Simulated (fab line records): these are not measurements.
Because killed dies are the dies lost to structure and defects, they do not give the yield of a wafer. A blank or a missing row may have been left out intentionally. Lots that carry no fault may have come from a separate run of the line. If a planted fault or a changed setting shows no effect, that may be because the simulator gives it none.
fab line records    flow sky130
[record] lots = 7  wafers = 21  lastDay = 50
route steps=708 shown SD_N@356 SD_P@359 RES_XHIGH@360 SALICIDE@361 LI_CONTACT@362
lots with no fault: from the same line, run without faults
startH: start of the lot's first displayed wafer, in hours after the record's first day    waitH: hours since the lot's step before    " same as the row above    L1.1+2: a single row standing in for several wafers    - value missing, or start not given    * or withheld: withheld    < > ~ a bound
route shown NAME@n: names a module that has steps shown in the file, with the first one's number in the route    usual: mean/standard deviation taken from wafers without a fault    same: alike in all rows    chamber/n: place in a boat    sites: each site's reading    _std_site: how widely they spread, as a standard deviation    _edge_site: mean of outer sites minus mean of inner sites    radiusMm: how far each site lies from the wafer's centre    mask NAME#n: copy n    behind: the most recent tool/chamber to have shaped the wafer    hold: why the lot went on hold/how many hours it stayed there/how the hold came to an end    device: the n, p or np transistor that did not switch    end of line: tests run on the same wafers once the route is complete    a step without rows: its recipe alone    killed: not the wafer's yield, but the dies lost to structure and defects at the first sort    map: a wafer's dies, x killed, . not, _ none there
set.NAME: setting as actually run; set.NAME@STEP: the setting as run at that earlier step    model.NAME: the simulator's own value behind a step, which no gauge read
lots at some steps of the route; a table a step, a row a wafer
services: when a tool's chamber went out of use (startH, in hours from the record's first day, below 0 if earlier), for how many hours, and the reason
[[steps]]
[step SKY_SD_N_RTA_14]
[recipe] tempC = 1075  timeS = 2  idleTempC = 650  rampUpCPerS = 150  rampDownCPerS = 90  ambient = N2
[usual] lampPowerPct = 15.73/0.051  rampUpCPerS = 150.00/0.025  wafer_temp_C_max = 1078.0/1.3
lot.wafer  tool          chamber  startH  waitH  lampPowerPct  rampUpCPerS  wafer_temp_C_max
L887.1     rtpAnneal-02  0        657.67  0.0    15.77         149.98       1078.5
L887.2     "             0        "       "      15.80         150.01       1077.0
L887.3     "             0        "       "      15.86         150.00       1079.2
L892.1     rtpAnneal-01  0        711.97  0.0    15.76         149.99       1077.5
L892.4     "             0        "       "      15.66         150.02       1078.1
L892.5     "             0        "       "      15.73         150.01       1078.4
L900.1     rtpAnneal-02  0        766.47  0.0    15.74         150.04       1077.1
L900.2     "             0        "       "      15.66         149.99       1076.8
L900.6     "             0        "       "      15.69         150.03       1077.5
L901.4     rtpAnneal-01  0        779.00  0.0    15.69         149.97       1078.1
L901.5     "             0        "       "      15.80         149.96       1078.1
L901.6     "             0        "       "      15.83         150.01       1078.2
L902.2     rtpAnneal-02  0        782.68  0.0    15.68         149.97       1078.8
L902.4     "             0        "       "      15.76         149.99       1078.8
L902.5     "             0        "       "      15.73         150.02       1078.2
L904.3     rtpAnneal-02  0        793.52  0.0    15.78         150.00       1076.8
L904.5     "             0        "       "      15.75         149.99       1078.1
L904.6     "             0        "       "      15.72         150.02       1079.1
L906.3     rtpAnneal-02  0        803.39  0.0    15.69         149.99       1078.4
L906.4     "             0        "       "      15.80         149.97       1076.2
L906.5     "             0        "       "      15.69         150.02       1076.9
[step SKY_SD_N_RS_MEAS_16]
[recipe] thkMeasGauge = four-point-probe
[usual] SD_N_RS = 68.50/0.11
lot.wafer  tool          chamber  startH  waitH  SD_N_RS[ohm/sq]
L887.1     filmMetro-04  -        657.84  0.1    68.48
L887.2     "             -        "       "      68.40
L887.3     "             -        "       "      68.53
L892.1     filmMetro-03  -        712.14  0.1    68.56
L892.4     "             -        "       "      68.39
L892.5     "             -        "       "      68.45
L900.1     filmMetro-03  -        766.64  0.1    68.51
L900.2     "             -        "       "      68.63
L900.6     "             -        "       "      68.46
L901.4     filmMetro-03  -        779.20  0.1    68.33
L901.5     "             -        "       "      68.28
L901.6     "             -        "       "      68.33
L902.2     filmMetro-02  -        782.86  0.1    68.37
L902.4     "             -        "       "      68.44
L902.5     "             -        "       "      68.40
L904.3     filmMetro-04  -        793.72  0.1    68.57
L904.5     "             -        "       "      68.59
L904.6     "             -        "       "      68.64
L906.3     filmMetro-04  -        803.59  0.1    68.48
L906.4     "             -        "       "      68.40
L906.5     "             -        "       "      68.48
[step SKY_SD_N_RS_MEAS_17]
[recipe] thkMeasGauge = four-point-probe
[usual] SD_P_RS = 147.0/0.35
lot.wafer  tool          chamber  startH  waitH  SD_P_RS[ohm/sq]
L887.1     filmMetro-04  -        657.96  0.1    146.7
L887.2     "             -        "       "      146.7
L887.3     "             -        "       "      147.0
L892.1     filmMetro-03  -        712.26  0.1    146.6
L892.4     "             -        "       "      146.6
L892.5     "             -        "       "      146.4
L900.1     filmMetro-03  -        766.76  0.1    147.3
L900.2     "             -        "       "      147.1
L900.6     "             -        "       "      147.1
L901.4     filmMetro-03  -        779.32  0.1    146.5
L901.5     "             -        "       "      146.6
L901.6     "             -        "       "      146.8
L902.2     filmMetro-02  -        782.98  0.1    146.7
L902.4     "             -        "       "      147.1
L902.5     "             -        "       "      146.6
L904.3     filmMetro-04  -        793.84  0.1    147.2
L904.5     "             -        "       "      147.3
L904.6     "             -        "       "      147.1
L906.3     filmMetro-04  -        803.71  0.1    146.8
L906.4     "             -        "       "      146.5
L906.5     "             -        "       "      146.9
[step SKY_SD_N_RS_MEAS_18]
[recipe] thkMeasGauge = four-point-probe
[usual] RES_XHIGH_RS = 332.7/0.99
lot.wafer  tool          chamber  startH  waitH  RES_XHIGH_RS[ohm/sq]
L887.1     filmMetro-04  -        658.08  0.1    332.9
L887.2     "             -        "       "      333.6
L887.3     "             -        "       "      333.9
L892.1     filmMetro-03  -        712.38  0.1    333.2
L892.4     "             -        "       "      333.3
L892.5     "             -        "       "      333.9
L900.1     filmMetro-03  -        766.88  0.1    331.9
L900.2     "             -        "       "      332.9
L900.6     "             -        "       "      333.2
L901.4     filmMetro-03  -        779.44  0.1    332.8
L901.5     "             -        "       "      331.7
L901.6     "             -        "       "      331.1
L902.2     filmMetro-02  -        783.10  0.1    331.8
L902.4     "             -        "       "      333.7
L902.5     "             -        "       "      331.2
L904.3     filmMetro-04  -        793.96  0.1    332.3
L904.5     "             -        "       "      333.9
L904.6     "             -        "       "      333.4
L906.3     filmMetro-04  -        803.83  0.1    333.3
L906.4     "             -        "       "      331.9
L906.5     "             -        "       "      332.7
[step SKY_SALICIDE_CLEAN_00]
[recipe] chemistry = HF-last  timeS = 30  dilution = 100:1  dry = ipaMarangoni
[step SKY_LI_CONTACT_HDPCVD_00]
[recipe] material = PSG  targetThkNm = 930  sigmaOpenFrac = 0.3  timeS = 155  tempC = 600  sih4FlowSccm = 60  pressureMtorr = 6
[step SKY_LI_CONTACT_THK_MEAS_01]
[recipe] reads = PSG_of_LI_CONTACT_HDPCVD_00
[usual] LI_CONTACT_HDPCVD_THK = 926/8.2
lot.wafer  tool          chamber  startH  waitH  LI_CONTACT_HDPCVD_THK[nm]
L887.1     filmMetro-02  -        658.32  0.1    926
L887.2     "             -        "       "      929
L887.3     "             -        "       "      922
L892.1     filmMetro-02  -        712.65  0.1    928
L892.4     "             -        "       "      930
L892.5     "             -        "       "      935
L900.1     filmMetro-03  -        767.12  0.1    928
L900.2     "             -        "       "      923
L900.6     "             -        "       "      937
L901.4     filmMetro-02  -        779.65  0.0    933
L901.5     "             -        "       "      940
L901.6     "             -        "       "      924
L902.2     filmMetro-03  -        783.36  0.1    917
L902.4     "             -        "       "      919
L902.5     "             -        "       "      929
L904.3     filmMetro-03  -        794.18  0.1    911
L904.5     "             -        "       "      923
L904.6     "             -        "       "      928
L906.3     filmMetro-03  -        804.05  0.1    935
L906.4     "             -        "       "      929
L906.5     "             -        "       "      931
[step SKY_LI_CONTACT_CMP_02]
[recipe] material = PSG  downForcePsi = 4  platenRpm = 60  padVelocityMS = 0.94248
[usual] motorCurrentA = 12.3/0.84  slurryFlowMlMin = 149.9/0.47  timeToEndpointS = 31.8/2.1
lot.wafer  tool    chamber  startH  waitH  motorCurrentA  slurryFlowMlMin  timeToEndpointS
L887.2     cmp-02  3        658.38  0.0    11.4           150.6            27.3
L887.1     "       0        "       "      12.5           150.4            29.1
L887.3     "       1        "       "      13.1           149.9            29.8
L892.1     cmp-01  2        712.81  0.1    11.8           150.1            30.2
L892.4     "       3        "       "      13.3           150.2            34.2
L892.5     "       0        "       "      10.4           149.9            33.8
L900.1     cmp-01  3        767.18  0.1    13.4           150.0            35.0
L900.2     "       2        "       "      11.9           149.9            32.2
L900.6     "       0        "       "      10.2           149.8            33.6
L901.4     cmp-01  1        779.83  0.2    12.0           150.2            30.3
L901.5     "       2        "       "      12.3           150.0            31.4
L901.6     "       3        "       "      13.1           149.6            32.9
L902.2     cmp-02  1        783.41  0.0    13.9           149.9            31.3
L902.4     "       0        "       "      12.3           150.3            29.7
L902.5     "       2        "       "      12.6           150.2            30.4
L904.3     cmp-01  0        794.32  0.1    10.9           150.2            28.4
L904.5     "       2        "       "      12.3           149.5            28.2
L904.6     "       3        "       "      12.7           150.4            32.3
L906.4     cmp-01  1        804.14  0.1    12.1           150.0            32.0
L906.3     "       2        "       "      12.4           149.9            30.6
L906.5     "       0        "       "      11.4           150.5            29.9
[step SKY_LI_CONTACT_BOW_MEAS_03]
[recipe] mode = bow
[usual] LI_CONTACT_BOW = 56/6.9
lot.wafer  tool          chamber  startH  waitH  LI_CONTACT_BOW[um]
L887.1     filmMetro-02  -        658.68  0.2    51
L887.2     "             -        "       "      64
L887.3     "             -        "       "      64
L892.1     filmMetro-03  -        713.01  0.1    47
L892.4     "             -        "       "      49
L892.5     "             -        "       "      55
L900.1     filmMetro-02  -        767.48  0.2    49
L900.2     "             -        "       "      59
L900.6     "             -        "       "      59
L901.4     filmMetro-03  -        780.04  0.2    57
L901.5     "             -        "       "      54
L901.6     "             -        "       "      56
L902.2     filmMetro-02  -        783.73  0.3    58
L902.4     "             -        "       "      65
L902.5     "             -        "       "      63
L904.3     filmMetro-04  -        794.56  0.2    46
L904.5     "             -        "       "      66
L904.6     "             -        "       "      60
L906.3     filmMetro-04  -        804.43  0.2    55
L906.4     "             -        "       "      56
L906.5     "             -        "       "      54
[step SKY_LI_CONTACT_DEHYDRATE_04]
[recipe] tempC = 200  timeS = 60
[step SKY_LI_CONTACT_HMDS_05]
[recipe] primeTimeS = 60  primeTempC = 120
[step SKY_LI_CONTACT_COAT_06]
[recipe] resist = BARC  tempC = withheld  timeS = withheld  spinRpm = 3000  resistThkNm = 60
lot.wafer   tool           chamber  startH  waitH
L887.1+2+3  lithoTrack-04  0        673.52  0.1
L892.1+4+5  lithoTrack-03  0        726.24  0.1
L900.1+2+6  lithoTrack-02  0        780.41  0.1
L901.4+5+6  lithoTrack-03  0        793.21  0.1
L902.2+4+5  lithoTrack-04  0        796.30  0.1
L904.3+5+6  lithoTrack-04  0        807.17  0.1
L906.3+4+5  lithoTrack-04  0        817.37  0.1
[step SKY_LI_CONTACT_COAT_07]
[recipe] resist = KrF-thick  spinRpm = 3000  resistThkNm = 450
[step SKY_LI_CONTACT_SOFTBAKE_08]
[recipe] tempC = 100  timeS = 90  resist = KrF-thick
[step SKY_LI_CONTACT_EXPOSE_09]
[recipe] maskId = LICM1  na = 0.8  sourceShape = annular  sigmaInner = 0.55  sigmaOuter = 0.85  targetCdNm = 170  doseMj = 38
[step SKY_LI_CONTACT_PEB_10]
[recipe] pebTempC = withheld  pebTimeS = withheld  resist = KrF-thick
[step SKY_LI_CONTACT_DEVELOP_11]
[recipe] developTimeS = 60  resist = KrF-thick  devTempC = 21
[step SKY_LI_CONTACT_CD_MEAS_12]
[recipe] targetCdNm = 170
[usual] cdNm = 169.7/1.7
lot.wafer  tool      chamber  startH  waitH  cdNm
L887.1     cdSem-02  -        687.79  -      172.4
L887.2     "         -        "       "      170.7
L887.3     "         -        "       "      171.2
L892.1     cdSem-02  -        740.40  -      169.6
L892.4     "         -        "       "      170.7
L892.5     "         -        "       "      171.3
L900.1     cdSem-01  -        793.99  -      169.4
L900.2     "         -        "       "      169.2
L900.6     "         -        "       "      167.8
L901.4     cdSem-02  -        806.88  -      170.1
L901.5     "         -        "       "      169.8
L901.6     "         -        "       "      171.1
L902.2     cdSem-01  -        810.29  -      172.6
L902.4     "         -        "       "      173.5
L902.5     "         -        "       "      172.8
L904.3     cdSem-01  -        820.91  -      170.0
L904.5     "         -        "       "      168.5
L904.6     "         -        "       "      169.1
L906.3     cdSem-02  -        831.00  -      170.3
L906.4     "         -        "       "      170.8
L906.5     "         -        "       "      169.3
[step SKY_LI_CONTACT_OVL_MEAS_13]
[usual] LI_CONTACT_OVL = 0/5.1
lot.wafer  tool        chamber  startH  waitH  LI_CONTACT_OVL[nm]
L887.1     overlay-01  -        687.91  0.1    -3
L887.2     "           -        "       "      -8
L887.3     "           -        "       "      -7
L892.1     overlay-02  -        740.52  0.1    -5
L892.4     "           -        "       "      -1
L892.5     "           -        "       "      4
L900.1     overlay-02  -        794.11  0.1    -1
L900.2     "           -        "       "      7
L900.6     "           -        "       "      6
L901.4     overlay-01  -        806.96  0.1    3
L901.5     "           -        "       "      1
L901.6     "           -        "       "      -2
L902.2     overlay-01  -        810.40  0.1    -1
L902.4     "           -        "       "      -4
L902.5     "           -        "       "      0
L904.3     overlay-01  -        821.01  0.1    1
L904.5     "           -        "       "      -1
L904.6     "           -        "       "      -1
L906.3     overlay-01  -        831.09  0.1    -2
L906.4     "           -        "       "      0
L906.5     "           -        "       "      7
[step SKY_LI_CONTACT_ETCH_14]
[recipe] chemistry = N2/H2  target = BARC  ionEnergyEv = 200  sourceW = 500  biasW = 97.5  pressureMtorr = 30  n2FlowSccm = 100  h2FlowSccm = 200  stopOn = SiO2  timeS = 45.9  targetDepthA = 600
[usual] biasW = 97.54/0.28  chamberPressureMTorr = 30.003/0.026  drypumpMotorCurrentA = 5.8/0.36  oesProductAu = 0.855/0.0055  throttleValvePct = 13.225/0.0093
lot.wafer  tool        chamber  startH  waitH  biasW  chamberPressureMTorr  drypumpMotorCurrentA  oesProductAu  rfHoursCounterH  throttleValvePct  model.etch.depthNm
L887.1     rieDiel-03  3        687.94  0.0    97.57  29.988                5.7                   0.852         14               13.237            59.92
L887.2     "           0        "       "      96.97  29.990                5.5                   0.847         7                13.228            60.03
L887.3     "           2        "       "      97.48  30.010                6.0                   0.854         15               13.232            60.02
L892.1     rieDiel-02  3        740.56  0.0    97.63  29.983                5.2                   0.853         3                13.228            59.97
L892.4     "           1        "       "      97.47  29.969                5.3                   0.855         -                13.219            59.84
L892.5     "           3        "       "      97.83  29.983                5.2                   0.849         -                13.220            59.83
L900.1     rieDiel-02  0        794.14  0.0    97.34  30.009                5.8                   0.860         1                13.225            60.38
L900.2     "           2        "       "      97.51  30.024                6.2                   0.845         36               13.236            60.29
L900.6     "           2        "       "      97.55  30.015                6.2                   0.861         -                13.216            60.32
L901.4     rieDiel-02  3        806.98  0.0    97.40  30.037                5.2                   0.856         5                13.216            60.17
L901.5     "           2        "       "      97.39  30.016                6.2                   0.852         -                13.230            60.4
L901.6     "           1        "       "      97.31  29.973                5.3                   0.858         -                13.234            60.27
L902.2     rieDiel-02  1        810.43  0.0    97.66  30.032                5.3                   0.830         15               13.225            56.12
L902.4     "           0        "       "      97.32  29.987                5.9                   0.824         -                13.230            56.21
L902.5     "           3        "       "      97.41  30.042                5.2                   0.824         -                13.219            55.93
L904.3     rieDiel-04  2        821.03  0.0    97.58  29.981                6.0                   0.817         4                13.218            56.17
L904.5     "           2        "       "      97.83  30.033                6.0                   0.828         -                13.209            56.39
L904.6     "           3        "       "      97.54  29.950                5.9                   0.818         -                13.231            56
L906.3     rieDiel-02  3        831.11  0.0    97.74  30.027                5.2                   0.823         6                13.221            56.2
L906.4     "           0        "       "      97.74  30.005                5.9                   0.816         -                13.213            56.11
L906.5     "           1        "       "      97.58  29.984                5.3                   0.831         -                13.230            56.22
[step SKY_LI_CONTACT_ETCH_15]
[recipe] target = PSG  chemistry = C4F8/O2/Ar  stopOn = Si  taperDeg = 4.15  maskMaterial = KrF-thick  sourceW = 1500  biasW = 1200  pressureMtorr = 40  c4f8FlowSccm = withheld  O2_flow_sccm = 6  Ar_flow_sccm = 300  timeS = withheld  targetDepthA = 6000
[usual] biasW = 1200/3.8  chamberPressureMTorr = 40.00/0.036  oesProductAu = 0.837/0.0048
lot.wafer  tool        chamber  startH  waitH  biasW  chamberPressureMTorr  oesProductAu
L887.1     rieDiel-03  3        687.98  0.0    1203   39.98                 0.840
L887.2     "           0        "       "      1196   39.96                 0.827
L887.3     "           2        "       "      1198   39.98                 0.844
L892.1     rieDiel-02  3        740.60  0.0    1201   39.99                 0.840
L892.4     "           1        "       "      1204   39.95                 0.841
L892.5     "           3        "       "      1202   40.02                 0.841
L900.1     rieDiel-02  0        794.18  0.0    1204   40.03                 0.838
L900.2     "           2        "       "      1196   40.05                 0.829
L900.6     "           2        "       "      1199   39.94                 0.838
L901.4     rieDiel-02  3        807.02  0.0    1205   40.06                 0.835
L901.5     "           2        "       "      1196   39.97                 0.837
L901.6     "           1        "       "      1199   39.96                 0.838
L902.2     rieDiel-02  1        810.47  0.0    1197   40.06                 0.836
L902.4     "           0        "       "      1194   39.98                 0.840
L902.5     "           3        "       "      1201   39.98                 0.838
L904.3     rieDiel-04  2        821.07  0.0    1205   39.97                 0.828
L904.5     "           2        "       "      1202   40.05                 0.842
L904.6     "           3        "       "      1198   39.96                 0.837
L906.3     rieDiel-02  3        831.15  0.0    1201   40.03                 0.836
L906.4     "           0        "       "      1201   39.93                 0.850
L906.5     "           1        "       "      1202   39.96                 0.835
[[services]]
tool          chamber  startH  hours  kind
rieDiel-02    3        633.68  4.6    repair
rieDiel-04    3        635.47  3.6    repair
rieDiel-03    3        645.62  11.6   repair
rieDiel-03    0        645.75  6.0    repair
rieDiel-04    2        650.82  16.5   repair
cmp-01        -        659.50  0.4    repair
cmp-02        -        664.61  5.7    pm
cmp-02        -        673.32  0.7    repair
cmp-01        -        688.42  6.8    repair
cmp-02        -        712.44  2.0    repair
rieDiel-04    -        712.81  0.2    repair
rieDiel-04    -        713.12  28.1   pm
cmp-01        -        714.56  2.3    repair
cmp-02        -        731.64  10.5   pm
cmp-01        -        736.12  0.6    repair
rieDiel-03    3        742.05  2.6    repair
cmp-01        -        742.25  9.0    pm
rtpAnneal-01  -        744.15  6.4    pm
cmp-01        -        751.22  4.0    pm
cmp-02        -        751.69  2.2    repair
cmp-02        -        757.66  1.0    repair
rieDiel-04    3        823.03  96.4   repair
rieDiel-03    2        823.69  6.2    repair
rieDiel-02    2        824.66  8.4    repair
[[key]]
[firstSign] step = SKY_LI_CONTACT_ETCH_14  reading = oesProductAu  direction = down  sigmas = 5.7  usual = 0.855  struck = 0.823
effect none on later readings
[modelEffect] step = SKY_LI_CONTACT_ETCH_14  value = etch.depthNm  without = 60.16  struck = 56.15
metAt SKY_LI_CONTACT_COAT_06
struckWafers L902.2,L902.4,L902.5,L904.3,L904.5,L904.6,L906.3,L906.4,L906.5
testerLeftOut L902,L904,L906
onsetBetween 673.52 796.30
alsoFits time
[fault] kind = processParameterDrift  tool = lithoTrack-04  chamber = -  onsetH = 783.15  steps = SKY_LI_CONTACT_COAT_06  channel = resistThkNm  offset = -4.0013  shape = step  endH = 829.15  actsIn = theseRecipesOnly  stated = 60
// testerLeftOut: of these lots the tester's yield and bins aren't shown, on N5 and GAA mostly nor the transistor test; their killed dies are dies lost to structure and defects alone, not to doping, threshold or leakage, so they don't give the yield
